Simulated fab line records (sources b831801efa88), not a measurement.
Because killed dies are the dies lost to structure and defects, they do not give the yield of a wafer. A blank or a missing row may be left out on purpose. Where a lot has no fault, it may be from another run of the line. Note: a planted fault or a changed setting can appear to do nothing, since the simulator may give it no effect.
Shared-tool check    flow sky130    Sampled: 14 lots, 42 wafers

== WHY IT WAS OPENED ==
At SKY_VT_ADJUST_PCH_TW_MEAS_10 the reading VT_ADJUST_PCH_TW is flagged on 2 of 14 lots. No-fault wafers: 143.4, standard deviation 2.1.
Rule: a lot is flagged when every wafer of it that has a number lies more than 4 standard deviations from that mean, or none has a number. The rest of the lots are taken to be sound.

lot   measured      on             VT_ADJUST_PCH_TW, wafer by wafer  flag
L194  day 11 21:24  film metro-01  144.2 143.8 144.0                 
L193  day 12 00:05  film metro-04  141.1 141.4 140.9                 
L196  day 12 02:53  film metro-02  145.8 145.7 146.3                 
L198  day 12 16:13  film metro-02  146.6 146.2 146.5                 
L199  day 12 16:36  film metro-04  140.9 141.1 140.7                 
L201  day 13 05:51  film metro-01  144.5 144.8 144.8                 
L202  day 13 17:18  film metro-01  143.4 144.1 143.9                 
L203  day 13 20:02  film metro-01  143.6 143.9 143.9                 
L204  day 14 07:38  film metro-01  142.6 142.8 142.9                 
L205  day 14 10:26  film metro-01  143.0 143.4 142.9                 
L206  day 14 19:18  film metro-04  140.9 140.8 142.0                 
L208  day 15 13:46  film metro-02  176.0 175.4 174.8                 FLAGGED
L210  day 16 05:07  film metro-04  169.0 169.4 168.4                 FLAGGED
L214  day 17 09:07  film metro-04  140.9 140.4 140.9                 
The numbers of the flagged lots are 172.2 on average: +28.8 against the usual, or +14 standard deviations.

== WHICH TOOL EACH LOT WENT THROUGH ==
The record holds 2 process steps before the reading, out of a route of 708 steps. In each cell: the tool, then ch and the chambers that the sampled wafers went through, then the start.
lot   flag     SKY_NWELL_RTA_28                  SKY_VT_ADJUST_PCH_IMPLANT_08
L194           rtp anneal-01 ch 0, day 6 09:20   implanter-01 ch 0, day 11 21:11
L193           rtp anneal-02 ch 0, day 6 10:45   implanter-04 ch 0, day 11 23:50
L196           rtp anneal-01 ch 0, day 6 13:26   implanter-01 ch 0, day 12 02:38
L198           rtp anneal-01 ch 0, day 6 23:24   implanter-01 ch 0, day 12 16:01
L199           rtp anneal-02 ch 0, day 6 23:44   implanter-04 ch 0, day 12 16:23
L201           rtp anneal-02 ch 0, day 7 10:08   implanter-03 ch 0, day 13 05:38
L202           rtp anneal-02 ch 0, day 7 18:11   implanter-03 ch 0, day 13 17:05
L203           rtp anneal-01 ch 0, day 7 21:48   implanter-03 ch 0, day 13 19:47
L204           rtp anneal-02 ch 0, day 8 05:36   implanter-01 ch 0, day 14 07:23
L205           rtp anneal-01 ch 0, day 8 08:21   implanter-04 ch 0, day 14 10:11
L206           rtp anneal-02 ch 0, day 8 15:05   implanter-04 ch 0, day 14 19:05
L208  FLAGGED  rtp anneal-02 ch 0, day 9 03:51   implanter-01 ch 0, day 15 13:11
L210  FLAGGED  rtp anneal-02 ch 0, day 9 16:17   implanter-01 ch 0, day 16 04:20
L214           rtp anneal-02 ch 0, day 10 15:23  implanter-04 ch 0, day 17 08:54
These steps, and what they do:
- SKY_NWELL_RTA_28: time 30 s.
- SKY_VT_ADJUST_PCH_IMPLANT_08
- SKY_VT_ADJUST_PCH_TW_MEAS_10

== FLAGGED AGAINST TOTAL, ONE TOOL AT A TIME (gauges that did the reading follow at the end) ==
step                          tool           lots run  flagged  share of the flagged lots  sound lots run after its first flagged lot
SKY_NWELL_RTA_28              rtp anneal-01  5         0        none                       -
SKY_NWELL_RTA_28              rtp anneal-02  9         2        all                        1 (L214)
SKY_VT_ADJUST_PCH_IMPLANT_08  implanter-01   6         2        all                        0
SKY_VT_ADJUST_PCH_IMPLANT_08  implanter-03   3         0        none                       -
SKY_VT_ADJUST_PCH_IMPLANT_08  implanter-04   5         0        none                       -
SKY_VT_ADJUST_PCH_TW_MEAS_10  film metro-01  6         0        none                       -
SKY_VT_ADJUST_PCH_TW_MEAS_10  film metro-02  3         1        some                       0
SKY_VT_ADJUST_PCH_TW_MEAS_10  film metro-04  5         1        some                       1 (L214)

== WHAT IS ALLOWED BY THE TABLE ==
Every flagged lot went through 2 rows of the table: rtp anneal-02 at SKY_NWELL_RTA_28 and implanter-01 at SKY_VT_ADJUST_PCH_IMPLANT_08.
- rtp anneal-02 at SKY_NWELL_RTA_28: 2 of its 9 lots flagged. Sound lots followed the first flagged one (L214) on it, something a lasting fault affecting the whole tool could not allow.
- implanter-01 at SKY_VT_ADJUST_PCH_IMPLANT_08: 2 of its 6 lots flagged. It ran its last sound lot, L204, at day 14 07:23 and its first flagged lot, L208, at day 15 13:11: a fault with its onset between the two fits.
One tool is left: implanter-01 at SKY_VT_ADJUST_PCH_IMPLANT_08.

== WHAT THE SIMULATOR PUT IN ==
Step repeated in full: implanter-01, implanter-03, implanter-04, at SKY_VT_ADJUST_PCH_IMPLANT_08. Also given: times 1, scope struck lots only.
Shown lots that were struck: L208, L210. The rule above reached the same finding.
